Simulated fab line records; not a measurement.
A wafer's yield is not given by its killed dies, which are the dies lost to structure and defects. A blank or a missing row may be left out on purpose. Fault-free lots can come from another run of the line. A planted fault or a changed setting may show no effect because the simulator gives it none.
Which tool was responsible? ; flow gf180mcu ; 20 wafers from 7 lots sampled at 3 of the route's 602 steps

== WHAT EACH GAUGE READ, for each wafer ==
GF_VT_IMPLANT_OVL_MEAS_40.
lot;measured;on;VT_IMPLANT_03_OVL (nm)
L947;day 8 05:13;overlay-02;0.9 0.2 1.4
L950;day 8 23:08;overlay-02;1.9 1.2 0.2
L952;day 9 08:41;overlay-02;0.7 -1.1 -0.3
L956;day 10 12:22;overlay-02;1.4 1.5 1.0
L959;day 11 11:28;overlay-02;2.2 2.3
L961;day 12 00:57;overlay-02;-0.2 1.0 1.6
L963;day 12 14:51;overlay-02;-0.4 0.3 -1.1

== WHAT TOOL EACH LOT RAN ON (gives the tool, then ch and the chambers of the sampled wafers, and finally the start) ==
lot;GF_STI_ETCH_14;GF_VT_IMPLANT_STRIP_09
L947;rie si-02 ch 0,2,3, day 2 12:32;plasma asher-01 ch 0,1, day 6 06:25
L950;rie si-01 ch 1,3, day 3 05:01;plasma asher-03 ch 0,1, day 6 22:29
L952;rie si-02 ch 0,2,3, day 3 14:05;plasma asher-04 ch 0,1, day 7 07:59
L956;rie si-01 ch 0,3, day 4 10:01;plasma asher-03 ch 0,1, day 8 08:17
L959;rie si-02 ch 0,1, day 5 01:07;plasma asher-01 ch 0,1, day 9 04:56
L961;rie si-02 ch 0,1,2, day 5 11:42;plasma asher-01 ch 0,1, day 9 17:14
L963;rie si-01 ch 1,2,3, day 5 21:57;plasma asher-03 ch 0,1, day 10 06:07
- GF_STI_ETCH_14: etches Si in HBr/Cl2/O2, target depth 360 nm, time 102.9 s.
- GF_VT_IMPLANT_STRIP_09: strips in O2/N2.

== THE ANSWER, worked out from the rows above alone ==
Rule: what is usual is taken from the lots themselves. Put in order of their means at a reading, lots are off if they are a third of the lots or fewer, leave a main group of 4 or more, and stand apart from it by a gap of 3 or more times the standard deviation of the main group's means; of several such gaps the widest counts. A main group whose means are all the same, to the digits that the tables above print for the reading, isn't used. A lot without any number at a reading at which 4 lots or more have one is off too. All remaining lots with rows at the step are treated as sound.
None of the lots is off at any reading shown; this tells nothing.

== WHAT THE SIMULATOR PUT IN ==
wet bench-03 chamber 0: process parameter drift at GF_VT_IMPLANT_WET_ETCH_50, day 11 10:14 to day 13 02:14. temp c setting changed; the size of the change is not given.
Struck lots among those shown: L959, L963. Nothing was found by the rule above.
